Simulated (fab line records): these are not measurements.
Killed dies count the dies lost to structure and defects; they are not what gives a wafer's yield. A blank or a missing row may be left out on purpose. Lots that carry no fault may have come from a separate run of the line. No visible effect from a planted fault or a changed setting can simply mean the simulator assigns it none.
fab line records	flow sky130
[record] lots = 10	wafers = 30	last-day = 50
route steps=708 shown LDD_P@265 LDD_HVN@276 POLY_CUT@315 SD_P@329 PAD_OPEN@708
lots untouched by any fault: they come from a run of this same line in which no faults occurred
start-h: start of the lot's first displayed wafer, in hours after the record's first day	wait-h: hours since the lot's step before	" identical to the entry in the row above	L1.1+2: a single row standing in for several wafers	- value missing, or start not given	* or withheld: withheld	< > ~ a bound
route shown NAME@n: names a module that has steps shown in the file, with the first one's number in the route	usual: mean/standard deviation of fault-free wafers	same: alike in all rows	chamber/n: place in a boat	sites: each site's reading	_std_site: the standard deviation of these	_edge_site: the outer-site mean with the inner-site mean subtracted	radius-mm: for every site, how far away it sits from the centre of the wafer	mask NAME#n: copy n	behind: the tool/chamber that last shaped the wafer	hold: what put the lot on hold/how long, in hours/how the hold closed	device: the transistor (n, p or np) that didn't switch	end of line: the route-end tests of the same wafers	a step given without rows: its recipe and nothing more	killed: dies that structure and defects cost at the first sort, which is not the same as the wafer's yield	map: dies across one wafer; x = killed, . = not, _ = none there
set.NAME: the run value of the setting; set.NAME@STEP: its run value at that earlier step	model.NAME: the simulator's own value behind a step, which no gauge read
route steps across a sampled set of lots; one table per step, one row per wafer
services: from which hour (start-h, from the record's first day; less than 0 if before it) a tool's chamber was out of use, for how many hours, and why
[[steps]]
[step SKY_LDD_P_STRIP_10]
[recipe] chemistry = O2/N2	power-w = 1400	pressure-mtorr = 1500	platen-temp-c = withheld	o2-flow-sccm = 3000	n2-flow-sccm = 300	overash-fraction = 0.5
[usual] drypump-motor-current-A = 5.5/0.44	oes-product-au = 0.716/0.0045	strip-time-to-endpoint-s = 14.15/0.045
lot.wafer	tool	chamber	start-h	wait-h	drypump-motor-current-A	oes-product-au	rf-hours-counter-h	strip-time-to-endpoint-s
L274.2	plasma-asher-02	1	427.25	0.1	4.8	0.724	61	14.23
L274.4	"	1	"	"	4.8	0.720	-	14.23
L274.5	"	1	"	"	4.8	0.717	-	14.23
L275.1	plasma-asher-04	1	453.55	0.1	5.7	0.707	34	14.15
L275.5	"	1	"	"	5.7	0.713	-	14.15
L275.6	"	0	"	"	5.8	0.714	-	14.13
L276.4	plasma-asher-04	1	471.12	0.1	5.7	0.717	-	14.18
L276.5	"	0	"	"	5.8	0.710	-	14.23
L276.6	"	1	"	"	5.7	0.716	-	14.21
L277.1	plasma-asher-02	1	506.65	0.1	4.8	0.718	69	14.13
L277.4	"	0	"	"	6.1	0.705	-	14.09
L277.6	"	1	"	"	4.8	0.728	-	14.11
L281.2	plasma-asher-01	0	525.39	0.1	5.2	0.713	84	14.10
L281.5	"	1	"	"	5.5	0.708	-	14.21
L281.6	"	0	"	"	5.2	0.716	-	14.13
L286.2	plasma-asher-04	1	563.05	0.1	5.7	0.714	45	14.16
L286.3	"	1	"	"	5.7	0.715	-	14.24
L286.5	"	0	"	"	5.9	0.708	-	14.20
L285.1	plasma-asher-02	1	563.89	0.1	4.8	0.717	75	14.06
L285.2	"	0	"	"	6.1	0.726	75	14.09
L285.3	"	1	"	"	4.7	0.710	-	14.07
L292.2	plasma-asher-01	0	609.70	0.1	5.3	0.715	92	14.20
L292.4	"	1	"	"	5.5	0.716	-	14.21
L292.6	"	1	"	"	5.5	0.715	-	14.21
L295.2	plasma-asher-02	1	625.55	0.1	4.8	0.709	81	14.11
L295.4	"	0	"	"	6.1	0.713	-	14.11
L295.5	"	0	"	"	6.1	0.720	-	14.12
L294.3	plasma-asher-01	1	627.42	0.1	5.4	0.714	-	14.16
L294.4	"	0	"	"	5.3	0.707	-	14.15
L294.5	"	0	"	"	5.2	0.715	-	14.15
[step SKY_LDD_HVN_STRIP_09]
[recipe] chemistry = O2/N2	power-w = 1400	pressure-mtorr = 1500	platen-temp-c = withheld	o2-flow-sccm = 3000	n2-flow-sccm = 300	overash-fraction = 0.5
[usual] drypump-motor-current-A = 5.7/0.54	oes-product-au = 0.408/0.0049	strip-time-to-endpoint-s = 4.127/0.014
lot.wafer	tool	chamber	start-h	wait-h	drypump-motor-current-A	oes-product-au	rf-hours-counter-h	strip-time-to-endpoint-s
L274.2	plasma-asher-02	1	457.09	0.1	4.8	0.411	64	4.132
L274.4	"	0	"	"	6.1	0.404	-	4.125
L274.5	"	0	"	"	6.1	0.421	-	4.139
L275.1	plasma-asher-02	1	484.18	0.1	4.8	0.406	67	4.125
L275.5	"	0	"	"	6.1	0.405	-	4.147
L275.6	"	1	"	"	4.7	0.410	-	4.120
L276.4	plasma-asher-04	0	501.06	0.1	5.9	0.401	-	4.122
L276.5	"	0	"	"	5.8	0.410	-	4.117
L276.6	"	1	"	"	5.7	0.410	-	4.112
L277.1	plasma-asher-03	0	537.03	0.1	5.8	0.416	10	4.132
L277.4	"	1	"	"	6.2	0.416	-	4.114
L277.6	"	1	"	"	6.2	0.416	-	4.146
L281.2	plasma-asher-02	1	555.63	0.1	4.8	0.415	74	4.115
L281.5	"	0	"	"	6.2	0.407	-	4.130
L281.6	"	1	"	"	4.8	0.404	-	4.138
L286.2	plasma-asher-03	0	591.83	0.1	5.8	0.399	15	4.106
L286.3	"	0	"	"	5.8	0.415	-	4.126
L286.5	"	1	"	"	6.2	0.407	-	4.114
L285.1	plasma-asher-04	1	592.29	0.1	5.7	0.406	48	4.115
L285.2	"	0	"	"	5.9	0.410	48	4.115
L285.3	"	0	"	"	5.8	0.417	-	4.126
L292.2	plasma-asher-03	1	638.48	0.1	6.2	0.398	20	4.138
L292.4	"	1	"	"	6.2	0.408	-	4.125
L292.6	"	1	"	"	6.2	0.415	-	4.127
L295.2	plasma-asher-03	1	653.83	0.1	6.2	0.407	22	4.134
L295.4	"	1	"	"	6.2	0.406	-	4.147
L295.5	"	1	"	"	6.2	0.413	-	4.114
L294.3	plasma-asher-04	1	656.58	0.1	5.7	0.410	-	4.115
L294.4	"	0	"	"	5.8	0.415	-	4.122
L294.5	"	0	"	"	5.9	0.416	-	4.122
[step SKY_POLY_CUT_CD_MEAS_08]
[recipe] target-cd-nm = 270
[usual] cd-nm = 269.5/1.7
lot.wafer	tool	chamber	start-h	wait-h	cd-nm
L274.2	cd-sem-02	-	549.65	-	268.0
L274.4	"	-	"	"	268.7
L274.5	"	-	"	"	268.5
L275.1	cd-sem-01	-	576.63	-	267.7
L275.5	"	-	"	"	267.5
L275.6	"	-	"	"	267.4
L276.4	cd-sem-02	-	594.20	-	268.8
L276.5	"	-	"	"	269.1
L276.6	"	-	"	"	269.9
L277.1	cd-sem-01	-	627.09	-	271.5
L277.4	"	-	"	"	269.8
L277.6	"	-	"	"	271.6
L281.2	cd-sem-01	-	644.40	-	268.3
L281.5	"	-	"	"	268.1
L281.6	"	-	"	"	267.2
L286.2	cd-sem-01	-	679.50	-	272.2
L286.3	"	-	"	"	269.7
L286.5	"	-	"	"	272.5
L285.1	cd-sem-02	-	681.68	-	268.8
L285.2	"	-	"	"	268.2
L285.3	"	-	"	"	267.8
L292.2	cd-sem-02	-	728.11	-	267.3
L292.4	"	-	"	"	268.0
L292.6	"	-	"	"	267.9
L295.2	cd-sem-01	-	739.00	-	270.6
L295.4	"	-	"	"	271.1
L295.5	"	-	"	"	271.3
L294.3	cd-sem-01	-	741.98	-	267.3
L294.4	"	-	"	"	268.4
L294.5	"	-	"	"	267.2
[step SKY_SD_P_IMPLANT_09]
[recipe] species = BF2	energy-kev = 20	dose-cm2 = 3e+15	tilt-deg = 0
[usual] beam-energy-keV = 20.001/0.0069	beam-on-s = 14.9/0.75	dose-ions-cm2 = 3e+15/3.2e+12
[same] implant-ion-amu = 49
lot.wafer	tool	chamber	start-h	wait-h	beam-energy-keV	beam-on-s	dose-ions-cm2
L274.2	implanter-02	0	579.09	0.0	20.007	14.1	3e+15
L274.4	"	0	"	"	19.998	14.1	3.004e+15
L274.5	"	0	"	"	20.007	14.2	3.004e+15
L275.1	implanter-02	0	606.00	0.0	19.994	14.7	2.999e+15
L275.5	"	0	"	"	20.001	13.9	2.999e+15
L275.6	"	0	"	"	19.999	14.9	3.001e+15
L276.4	implanter-04	0	622.82	0.1	19.998	14.3	3e+15
L276.5	"	0	"	"	20.006	15.1	2.997e+15
L276.6	"	0	"	"	20.005	14.3	3e+15
L277.1	implanter-04	0	656.20	0.0	20.005	14.0	3.002e+15
L277.4	"	0	"	"	20.016	14.6	2.998e+15
L277.6	"	0	"	"	20.012	14.5	3.004e+15
L281.2	implanter-03	0	672.97	0.0	19.999	16.0	2.995e+15
L281.5	"	0	"	"	19.988	16.2	3.003e+15
L281.6	"	0	"	"	19.994	16.0	2.998e+15
L286.2	implanter-03	0	707.22	0.0	20.000	11.9	2.17e+15
L286.3	"	0	"	"	20.003	11.6	2.169e+15
L286.5	"	0	"	"	20.007	11.3	2.173e+15
L285.1	implanter-03	0	709.25	0.0	20.007	11.3	2.174e+15
L285.2	"	0	"	"	19.993	11.4	2.179e+15
L285.3	"	0	"	"	19.987	11.6	2.175e+15
L292.2	implanter-02	0	755.47	0.0	20.001	14.7	2.999e+15
L292.4	"	0	"	"	19.999	14.7	2.997e+15
L292.6	"	0	"	"	20.008	14.2	3e+15
L295.2	implanter-02	0	765.84	0.0	20.004	14.5	2.994e+15
L295.4	"	0	"	"	20.002	14.3	3e+15
L295.5	"	0	"	"	20.011	14.1	3.002e+15
L294.3	implanter-04	0	769.85	0.1	20.000	14.3	2.993e+15
L294.4	"	0	"	"	19.996	14.3	3e+15
L294.5	"	0	"	"	19.990	14.1	3.001e+15
[step SKY_SD_P_STRIP_10]
[recipe] chemistry = O2/N2	power-w = 1400	pressure-mtorr = 1500	platen-temp-c = withheld	o2-flow-sccm = 3000	n2-flow-sccm = 300	overash-fraction = 0.5
[usual] drypump-motor-current-A = 5.7/0.5	oes-product-au = 0.617/0.0049	strip-time-to-endpoint-s = 17.48/0.047
lot.wafer	tool	chamber	start-h	wait-h	drypump-motor-current-A	oes-product-au	rf-hours-counter-h	strip-time-to-endpoint-s
L274.2	plasma-asher-04	0	579.21	0.1	5.8	0.611	47	17.51
L274.4	"	1	"	"	5.8	0.618	-	17.58
L274.5	"	0	"	"	5.9	0.617	-	17.54
L275.1	plasma-asher-02	1	606.15	0.1	4.8	0.615	79	17.44
L275.5	"	0	"	"	6.1	0.619	-	17.43
L275.6	"	1	"	"	4.8	0.623	-	17.43
L276.4	plasma-asher-03	0	622.93	0.1	5.8	0.619	-	17.47
L276.5	"	0	"	"	5.8	0.614	-	17.54
L276.6	"	1	"	"	6.2	0.621	-	17.52
L277.1	plasma-asher-04	0	656.35	0.1	5.8	0.612	53	17.44
L277.4	"	0	"	"	5.9	0.617	-	17.52
L277.6	"	0	"	"	5.8	0.609	-	17.49
L281.2	plasma-asher-03	1	673.10	0.1	6.2	0.615	24	17.47
L281.5	"	1	"	"	6.2	0.621	-	17.42
L281.6	"	0	"	"	5.8	0.623	-	17.46
L286.2	plasma-asher-03	0	707.35	0.1	5.8	0.636	27	16.91
L286.3	"	0	"	"	5.8	0.627	-	16.83
L286.5	"	0	"	"	5.8	0.624	-	16.83
L285.1	plasma-asher-02	0	709.40	0.1	6.1	0.628	89	16.86
L285.2	"	1	"	"	4.8	0.634	89	16.89
L285.3	"	0	"	"	6.1	0.621	-	16.87
L292.2	plasma-asher-04	1	755.60	0.1	5.7	0.616	63	17.55
L292.4	"	0	"	"	5.8	0.615	-	17.48
L292.6	"	0	"	"	5.9	0.614	-	17.55
L295.2	plasma-asher-02	0	765.96	0.1	6.1	0.617	95	17.51
L295.4	"	0	"	"	6.1	0.614	-	17.53
L295.5	"	1	"	"	4.8	0.614	-	17.56
L294.3	plasma-asher-04	0	769.98	0.1	5.9	0.617	-	17.43
L294.4	"	1	"	"	5.7	0.605	-	17.42
L294.5	"	0	"	"	5.8	0.619	-	17.42
[step SKY_SD_P_TW_MEAS_11]
[usual] SD_P_TW = 2822/15
lot.wafer	tool	chamber	start-h	wait-h	SD_P_TW
L274.2	film-metro-03	-	579.32	0.1	2850
L274.4	"	-	"	"	2854
L274.5	"	-	"	"	2849
L275.1	film-metro-03	-	606.25	0.1	2824
L275.5	"	-	"	"	2844
L275.6	"	-	"	"	2839
L276.4	film-metro-02	-	623.03	0.1	2815
L276.5	"	-	"	"	2817
L276.6	"	-	"	"	2820
L277.1	film-metro-01	-	656.45	0.1	2832
L277.4	"	-	"	"	2817
L277.6	"	-	"	"	2826
L281.2	film-metro-01	-	673.21	0.1	2817
L281.5	"	-	"	"	2802
L281.6	"	-	"	"	2806
L286.2	film-metro-01	-	707.46	0.1	2640
L286.3	"	-	"	"	2648
L286.5	"	-	"	"	2636
L285.1	film-metro-01	-	709.50	0.1	2646
L285.2	"	-	"	"	2640
L285.3	"	-	"	"	2634
L292.2	film-metro-02	-	755.71	0.1	2819
L292.4	"	-	"	"	2827
L292.6	"	-	"	"	2813
L295.2	film-metro-03	-	766.07	0.1	2848
L295.4	"	-	"	"	2828
L295.5	"	-	"	"	2860
L294.3	film-metro-01	-	770.07	0.1	2819
L294.4	"	-	"	"	2821
L294.5	"	-	"	"	2817
[step SKY_SD_N_RS_MEAS_17]
[recipe] thk-meas-gauge = four-point-probe
[usual] SD_P_RS = 147.1/0.37
lot.wafer	tool	chamber	start-h	wait-h	SD_P_RS[ohm/sq]
L274.2	film-metro-03	-	636.97	0.1	146.9
L274.4	"	-	"	"	146.9
L274.5	"	-	"	"	146.5
L275.1	film-metro-03	-	664.67	0.1	147.8
L275.5	"	-	"	"	147.3
L275.6	"	-	"	"	147.4
L276.4	film-metro-02	-	680.11	0.1	147.6
L276.5	"	-	"	"	147.8
L276.6	"	-	"	"	147.7
L277.1	film-metro-03	-	712.11	0.1	147.5
L277.4	"	-	"	"	146.9
L277.6	"	-	"	"	146.9
L281.2	film-metro-03	-	729.38	0.1	146.6
L281.5	"	-	"	"	146.9
L281.6	"	-	"	"	146.7
L286.2	film-metro-02	-	762.37	0.1	152.3
L286.3	"	-	"	"	152.6
L286.5	"	-	"	"	153.0
L285.1	film-metro-02	-	764.44	0.1	152.2
L285.2	"	-	"	"	152.6
L285.3	"	-	"	"	152.8
L292.2	film-metro-03	-	809.23	0.1	147.5
L292.4	"	-	"	"	147.3
L292.6	"	-	"	"	146.8
L295.2	film-metro-02	-	819.78	0.1	146.9
L295.4	"	-	"	"	147.4
L295.5	"	-	"	"	146.8
L294.3	film-metro-01	-	824.06	0.1	146.6
L294.4	"	-	"	"	147.0
L294.5	"	-	"	"	146.9
[step SKY_PAD_OPEN_PROBE_99]
[usual] killed_at_M0_to_M3 = 42/6.4	killed_at_M4_up = 2.9/1.7	killed-at-contacts = 25/5.2	killed-at-front-end = 16/4.4	killed-at-other = 0.4/0.65	killed-dies = 86/9.2	killed-open = 47/6.6	killed-short = 39/5.8
[same] gross-dies = 492	killed-at-back-side = 0
lot.wafer	tool	chamber	start-h	wait-h	killed_at_M0_to_M3	killed_at_M4_up	killed-at-contacts	killed-at-front-end	killed-at-other	killed-dies	killed-open	killed-short
L274.2	prober-01	-	1064.26	0.1	46	3	20	7	0	76	41	34
L274.4	prober-01	-	1064.36	0.2	48	4	28	17	0	97	51	45
L274.5	prober-01	-	1064.41	0.2	43	1	19	14	2	79	32	44
L275.1	prober-02	-	1082.96	0.1	48	6	20	18	0	92	53	39
L275.5	prober-02	-	1083.16	0.2	50	2	19	23	0	94	52	40
L275.6	prober-02	-	1083.21	0.2	34	5	26	23	0	88	43	45
L276.4	prober-01	-	1095.41	0.2	35	2	30	13	0	80	45	35
L276.5	prober-01	-	1095.46	0.2	56	2	25	16	0	99	48	51
L276.6	prober-01	-	1095.51	0.2	42	4	27	16	0	89	55	34
L277.1	prober-02	-	1124.16	0.1	40	5	17	25	0	87	50	37
L277.4	prober-02	-	1124.31	0.2	39	3	19	16	1	78	42	35
L277.6	prober-02	-	1124.41	0.2	41	5	14	20	0	80	38	42
L281.2	prober-02	-	1137.01	0.1	34	1	11	19	2	67	35	31
L281.5	prober-02	-	1137.16	0.2	44	3	31	13	1	92	56	36
L281.6	prober-02	-	1137.21	0.2	43	0	29	20	0	92	55	36
L286.2	prober-02	-	1155.93	0.1	38	2	20	14	0	74	44	30
L286.3	prober-02	-	1155.98	0.2	29	5	21	12	0	67	35	32
L286.5	prober-02	-	1156.08	0.2	50	7	21	15	0	93	57	35
L285.1	prober-01	-	1158.97	0.1	58	2	28	13	0	101	53	48
L285.2	prober-01	-	1159.02	0.1	29	1	25	16	0	71	40	29
L285.3	prober-01	-	1159.07	0.2	36	3	24	20	0	83	41	41
L292.2	prober-01	-	1187.02	0.1	40	1	31	15	0	87	52	35
L292.4	prober-01	-	1187.12	0.2	47	5	21	13	0	86	44	42
L292.6	prober-01	-	1187.22	0.2	32	1	31	17	0	81	45	35
L295.2	prober-01	-	1195.91	0.1	49	2	20	19	0	90	43	46
L295.4	prober-01	-	1196.01	0.2	36	4	31	15	0	86	50	34
L295.5	prober-01	-	1196.06	0.2	24	3	25	19	2	73	44	29
L294.3	prober-02	-	1198.22	0.2	45	5	22	12	0	84	52	31
L294.4	prober-02	-	1198.27	0.2	41	1	32	16	1	91	50	41
L294.5	prober-02	-	1198.32	0.2	48	1	27	12	0	88	50	38
// killed by level:class
L274.2 VIA1:geometric-particle:open=14 CONTACT:geometric-particle:open=7 METAL1:geometric-particle:short=6 VIA2:geometric-particle:open=6 VIA2:geometric-particle:short=5 LI_CONTACT:geometric-particle:short=4 CONTACT:geometric-particle:short=4 METAL2:geometric-particle:short=4
L274.4 CONTACT:geometric-particle:open=12 METAL1:geometric-particle:short=10 VIA2:geometric-particle:open=7 VIA1:geometric-particle:open=7 METAL2:geometric-particle:short=6 VIA3:geometric-particle:open=5 POLY_GATE:geometric-particle:short=5 METAL1:geometric-particle:open=5
L274.5 METAL1:geometric-particle:short=8 VIA1:geometric-particle:open=8 CONTACT:geometric-particle:open=6 VIA3:geometric-particle:open=6 VIA2:geometric-particle:short=5 CONTACT:geometric-particle:short=5 FIELD_ISO:geometric-particle:open=4 LI_CONTACT:geometric-particle:short=4
L275.1 VIA1:geometric-particle:open=12 VIA3:geometric-particle:open=8 CONTACT:geometric-particle:open=7 POLY_GATE:geometric-particle:short=5 VIA2:geometric-particle:open=5 LI_CONTACT:geometric-particle:open=5 VIA2:geometric-particle:short=5 LI_CONTACT:geometric-particle:short=4
L275.5 VIA3:geometric-particle:open=10 VIA1:geometric-particle:open=9 CONTACT:geometric-particle:open=8 VIA2:geometric-particle:open=6 VIA3:geometric-particle:short=6 VIA1:geometric-particle:short=5 FIELD_ISO:geometric-particle:short=4 POLY_GATE:geometric-particle:open=4
L275.6 CONTACT:geometric-particle:open=10 FIELD_ISO:geometric-particle:open=8 CONTACT:geometric-particle:short=8 VIA1:geometric-particle:open=7 FIELD_ISO:geometric-particle:short=5 POLY_GATE:geometric-particle:short=5 METAL1:geometric-particle:short=5 LI_CONTACT:geometric-particle:open=5
L276.4 CONTACT:geometric-particle:open=13 VIA1:geometric-particle:open=6 LI_CONTACT:geometric-particle:open=6 METAL1:geometric-particle:short=6 FIELD_ISO:geometric-particle:open=5 METAL2:geometric-particle:short=5 VIA1:geometric-particle:short=4 LOCAL_INTERCONNECT:geometric-particle:short=4
L276.5 VIA2:geometric-particle:open=10 VIA1:geometric-particle:open=8 METAL1:geometric-particle:short=7 VIA1:geometric-particle:short=7 POLY_GATE:geometric-particle:short=7 LI_CONTACT:geometric-particle:open=7 CONTACT:geometric-particle:open=7 CONTACT:geometric-particle:short=6
L276.6 VIA1:geometric-particle:open=13 CONTACT:geometric-particle:open=11 VIA3:geometric-particle:open=8 VIA2:geometric-particle:open=7 POLY_GATE:geometric-particle:open=6 CONTACT:geometric-particle:short=5 FIELD_ISO:geometric-particle:open=4 LI_CONTACT:geometric-particle:open=4
L277.1 FIELD_ISO:geometric-particle:open=7 POLY_GATE:geometric-particle:open=7 VIA1:geometric-particle:open=7 POLY_GATE:geometric-particle:short=6 CONTACT:geometric-particle:open=6 VIA3:geometric-particle:open=6 VIA1:geometric-particle:short=6 LI_CONTACT:geometric-particle:open=5
L277.4 LI_CONTACT:geometric-particle:open=12 VIA1:geometric-particle:open=9 METAL2:geometric-particle:short=7 VIA1:geometric-particle:short=7 POLY_GATE:geometric-particle:open=5 VIA2:geometric-particle:open=4 VIA3:geometric-particle:open=4 FIELD_ISO:geometric-particle:short=3
L277.6 POLY_GATE:geometric-particle:short=7 VIA2:geometric-particle:open=7 VIA3:geometric-particle:open=7 LI_CONTACT:geometric-particle:open=5 VIA1:geometric-particle:open=5 METAL4:geometric-particle:short=5 FIELD_ISO:geometric-particle:short=4 FIELD_ISO:geometric-particle:open=4
L281.2 VIA2:geometric-particle:open=9 VIA1:geometric-particle:open=7 FIELD_ISO:geometric-particle:open=5 FIELD_ISO:geometric-particle:short=4 LI_CONTACT:geometric-particle:open=4 VIA1:geometric-particle:short=4 METAL2:geometric-particle:short=4 POLY_GATE:geometric-particle:open=3
L281.5 CONTACT:geometric-particle:open=15 VIA1:geometric-particle:open=9 LI_CONTACT:geometric-particle:open=8 VIA2:geometric-particle:open=8 METAL2:geometric-particle:short=6 VIA3:geometric-particle:open=5 POLY_GATE:geometric-particle:short=4 POLY_GATE:geometric-particle:open=4
L281.6 VIA1:geometric-particle:open=17 LOCAL_INTERCONNECT:geometric-particle:short=9 CONTACT:geometric-particle:open=8 VIA2:geometric-particle:open=5 FIELD_ISO:geometric-particle:short=4 POLY_GATE:geometric-particle:short=4 POLY_GATE:geometric-particle:open=4 LI_CONTACT:geometric-particle:open=4
L286.2 CONTACT:geometric-particle:open=8 VIA1:geometric-particle:open=8 VIA2:geometric-particle:open=8 VIA3:geometric-particle:open=6 LI_CONTACT:geometric-particle:open=5 METAL2:geometric-particle:short=5 FIELD_ISO:geometric-particle:short=4 CONTACT:geometric-particle:short=4
L286.3 CONTACT:geometric-particle:open=11 METAL4:geometric-particle:short=5 VIA3:geometric-particle:open=5 LI_CONTACT:geometric-particle:open=4 VIA3:geometric-particle:short=4 LOCAL_INTERCONNECT:geometric-particle:short=3 METAL1:geometric-particle:open=3 VIA1:geometric-particle:open=3
L286.5 CONTACT:geometric-particle:open=10 VIA1:geometric-particle:open=10 VIA2:geometric-particle:open=9 VIA3:geometric-particle:open=8 METAL1:geometric-particle:short=6 FIELD_ISO:geometric-particle:open=5 POLY_GATE:geometric-particle:open=5 CONTACT:geometric-particle:short=5
L285.1 VIA1:geometric-particle:open=14 CONTACT:geometric-particle:short=9 VIA1:geometric-particle:short=8 METAL2:geometric-particle:short=7 LI_CONTACT:geometric-particle:open=6 CONTACT:geometric-particle:open=6 VIA3:geometric-particle:open=6 VIA2:geometric-particle:open=5
L285.2 VIA3:geometric-particle:open=9 LI_CONTACT:geometric-particle:open=8 LOCAL_INTERCONNECT:geometric-particle:short=7 VIA2:geometric-particle:open=6 FIELD_ISO:geometric-particle:open=5 CONTACT:geometric-particle:open=5 SPACER:geometric-particle:short=3 CONTACT:geometric-particle:short=3
L285.3 VIA3:geometric-particle:open=8 FIELD_ISO:geometric-particle:short=6 VIA2:geometric-particle:open=5 POLY_GATE:geometric-particle:open=5 VIA1:geometric-particle:open=5 LI_CONTACT:geometric-particle:open=5 LOCAL_INTERCONNECT:geometric-particle:short=5 CONTACT:geometric-particle:short=5
L292.2 CONTACT:geometric-particle:open=16 VIA1:geometric-particle:short=8 VIA1:geometric-particle:open=7 LI_CONTACT:geometric-particle:open=6 VIA2:geometric-particle:open=6 CONTACT:geometric-particle:short=5 VIA3:geometric-particle:open=4 POLY_GATE:geometric-particle:short=4
L292.4 VIA2:geometric-particle:open=10 VIA1:geometric-particle:open=8 VIA1:geometric-particle:short=7 CONTACT:geometric-particle:open=6 METAL1:geometric-particle:short=6 POLY_GATE:geometric-particle:short=5 LI_CONTACT:geometric-particle:open=5 METAL4:geometric-particle:short=5
L292.6 CONTACT:geometric-particle:open=12 LI_CONTACT:geometric-particle:open=8 VIA1:geometric-particle:open=7 FIELD_ISO:geometric-particle:short=6 CONTACT:geometric-particle:short=6 METAL1:geometric-particle:short=5 METAL2:geometric-particle:short=4 VIA3:geometric-particle:open=4
L295.2 VIA1:geometric-particle:open=9 VIA2:geometric-particle:open=9 POLY_GATE:geometric-particle:short=7 CONTACT:geometric-particle:open=7 VIA1:geometric-particle:short=6 METAL3:geometric-particle:short=6 VIA3:geometric-particle:open=6 VIA2:geometric-particle:short=5
L295.4 VIA1:geometric-particle:open=12 CONTACT:geometric-particle:open=11 LI_CONTACT:geometric-particle:open=10 VIA3:geometric-particle:open=6 CONTACT:geometric-particle:short=5 POLY_GATE:geometric-particle:short=4 LOCAL_INTERCONNECT:geometric-particle:short=4 METAL2:geometric-particle:short=4
L295.5 CONTACT:geometric-particle:open=11 LI_CONTACT:geometric-particle:open=9 METAL2:geometric-particle:short=8 POLY_GATE:geometric-particle:open=7 VIA1:geometric-particle:open=4 FIELD_ISO:geometric-particle:short=3 SPACER:geometric-particle:open=3 METAL4:geometric-particle:short=3
L294.3 CONTACT:geometric-particle:open=13 VIA1:geometric-particle:open=13 VIA2:geometric-particle:open=11 POLY_GATE:geometric-particle:short=5 METAL2:geometric-particle:short=5 VIA3:geometric-particle:open=5 LI_CONTACT:geometric-particle:open=4 CONTACT:geometric-particle:short=4
L294.4 CONTACT:geometric-particle:open=13 VIA2:geometric-particle:open=11 LI_CONTACT:geometric-particle:open=7 METAL3:geometric-particle:short=7 POLY_GATE:geometric-particle:short=6 VIA1:geometric-particle:open=5 FIELD_ISO:geometric-particle:short=4 LOCAL_INTERCONNECT:geometric-particle:short=4
L294.5 VIA1:geometric-particle:open=14 CONTACT:geometric-particle:open=9 METAL2:geometric-particle:short=7 CONTACT:geometric-particle:short=6 LI_CONTACT:geometric-particle:open=5 METAL1:geometric-particle:short=5 VIA3:geometric-particle:open=5 METAL2:geometric-particle:open=5
[[services]]
tool	chamber	start-h	hours	kind
plasma-asher-03	-	421.26	9.0	pm
implanter-03	-	453.35	73.0	pm
implanter-04	-	455.52	1.6	repair
implanter-04	-	457.72	2.9	repair
plasma-asher-03	-	458.41	2.8	pm
plasma-asher-02	-	465.18	2.8	pm
plasma-asher-04	-	469.09	1.9	repair
plasma-asher-02	-	487.95	0.7	repair
implanter-03	-	526.31	4.9	pm
implanter-03	-	528.16	2.5	repair
implanter-02	-	555.79	2.4	repair
implanter-03	-	581.10	3.9	repair
plasma-asher-04	-	582.39	2.9	repair
plasma-asher-04	-	623.84	4.4	repair
plasma-asher-04	-	628.22	6.1	pm
plasma-asher-02	-	628.43	3.0	repair
implanter-03	-	633.57	2.7	repair
plasma-asher-01	-	635.74	2.8	pm
implanter-04	-	636.05	6.7	pm
plasma-asher-02	-	667.72	3.0	repair
plasma-asher-01	-	690.48	2.2	repair
implanter-04	-	696.72	2.1	repair
implanter-03	-	697.31	5.4	repair
implanter-02	-	722.34	2.0	pm
[[key]]
[first-sign] step = SKY_SD_P_IMPLANT_09	reading = dose-ions-cm2	direction = down	sigmas = 99+	usual = *	struck = *
[effect] step = SKY_SD_P_IMPLANT_09	reading = beam-on-s	direction = down	sigmas = 4.5	usual = 14.9	struck = 11.5
[effect] step = SKY_SD_P_STRIP_10	reading = strip-time-to-endpoint-s	direction = down	sigmas = 13	usual = *	struck = *
[effect] step = SKY_SD_P_TW_MEAS_11	reading = SD_P_TW	direction = down	sigmas = 12	usual = 2822	struck = 2641
[effect] step = SKY_SD_N_RS_MEAS_17	reading = SD_P_RS	direction = up	sigmas = 15	usual = 147.1	struck = 152.6
met-at SKY_SD_P_IMPLANT_09
struck-lots L285,L286
tester-left-out L285,L286
not-acting-at SKY_LDD_P_STRIP_10,SKY_LDD_HVN_STRIP_09,SKY_POLY_CUT_CD_MEAS_08
onset-between 672.97 707.22
[fault] kind = process-parameter-drift	tool = implanter-03	chamber = -	onset-h = 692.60	steps = SKY_SD_P_IMPLANT_09	channel = dose-cm2	offset = *	shape = step	end-h = 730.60	acts-in = *	stated = *
// tester-left-out: of these lots the tester's yield and bins aren't shown, on N5 and GAA mostly nor the transistor test; their killed dies are dies lost to structure and defects alone, not to doping, threshold or leakage, so they don't give the yield
